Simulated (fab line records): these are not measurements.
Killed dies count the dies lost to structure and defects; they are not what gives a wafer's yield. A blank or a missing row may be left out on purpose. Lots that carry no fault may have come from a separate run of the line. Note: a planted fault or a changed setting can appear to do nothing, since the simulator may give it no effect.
A lot that was struck, set against a sound lot | flow gf180mcu | 14 steps out of a route of 602
Sound: these wafers, L207.1, L207.3, L207.6. Wafers struck: L214.2, L214.4, L214.6. Last of all comes the cause.
At each step with rows: each side's tool, then ch and its chambers, then its first start. Under that, the readings that differ: sound wafers | struck wafers | difference of the means | sigmas: that difference in standard deviations of wafers without a fault.
alike: readings with means less than 2 such deviations apart, plus words and numbers identical on both sides. not compared: withheld readings, readings lacking a value on some wafer, bounds such as >300 that could conceal the same value, and numbers that have no deviation in the record and whose values overlap.
Wherever a step has rows on one side only, a row that says differs or no value, or a row with sigmas, the two part there. Numbers that have no deviation but don't overlap get no sigmas and don't part them. A reading missing from all wafers of one side parts the sides only when that side holds two or more wafers.

first, 1 step without rows for these wafers: GF_V1_CMP_26 (polishes, stops on SiO2, t overpolish 15 s, target thk 0 nm).
GF_M2_SPUTTER_00: material Ti, target thk 37.5 nm, time 150 s.
  struck on pvd_sputter-01, day 21 09:34; sound on pvd_sputter-02, day 18 10:22
  reading              | sound                | struck               | difference | sigmas
  substrate_temp_c (C) | 200.33 199.84 199.92 | 199.57 199.75 199.83 | -0.31      | -2
  alike: throttle_valve_pct
GF_M2_SPUTTER_01: material TiN, target thk 30 nm, time 25 s.
  struck on pvd_sputter-01, day 21 09:40; sound on pvd_sputter-02, day 18 10:28
  alike: throttle_valve_pct
GF_M2_SPUTTER_02: material AlCu, target thk 450 nm, time 23.9 s.
  struck on pvd_sputter-01, day 21 09:41; sound on pvd_sputter-02, day 18 10:30
  alike: throttle_valve_pct
GF_M2_SPUTTER_03: material Ti, target thk 10 nm, time 6.7 s.
  struck on pvd_sputter-01, day 21 09:43; sound on pvd_sputter-02, day 18 10:32
  alike: substrate_temp_c, throttle_valve_pct
GF_M2_SPUTTER_04: material TiN, target thk 50 nm, time 41.7 s.
  struck on pvd_sputter-01, day 21 09:44; sound on pvd_sputter-02, day 18 10:33
  alike: throttle_valve_pct
GF_M2_RS_MEAS_05: measurement is done with a four-point probe.
  struck on film_metro-01, day 21 09:48; sound on film_metro-04, day 18 10:35
  alike: M2_ALCU_RS
GF_M2_THK_MEAS_06: measures by xrf.
  struck on film_metro-01, day 21 09:55; sound on film_metro-04, day 18 10:43
  reading          | sound       | struck      | difference | sigmas
  M2_ALCU_THK (nm) | 451 458 443 | 465 468 472 | +18        | +3
then, 4 steps without rows for these wafers: GF_M2_DEHYDRATE_07 (time 60 s); GF_M2_HMDS_08 (prime time 60 s); GF_M2_COAT_09 (resist thk 1000 nm); GF_M2_SOFTBAKE_10 (time 60 s).
GF_M2_EXPOSE_11: exposes mask Metal2, target cd 280 nm.
  struck on krf_scanner-01, day 21 21:52; sound on krf_scanner-02 ch 0, day 18 23:17
  no value came back on the struck wafers for exposure_dose_mJ_cm2, focus_offset_nm (nm); on the sound wafers exposure_dose_mJ_cm2 reads 27.982 28.040 27.986
  alike: mask
then, 1 step without rows for these wafers: GF_M2_PEB_12 (peb time 90 s).

== WHERE THEY PART ==
Last at GF_M2_EXPOSE_11 as far as this record goes, first at GF_M2_SPUTTER_00.

WHY: what the simulator had put in
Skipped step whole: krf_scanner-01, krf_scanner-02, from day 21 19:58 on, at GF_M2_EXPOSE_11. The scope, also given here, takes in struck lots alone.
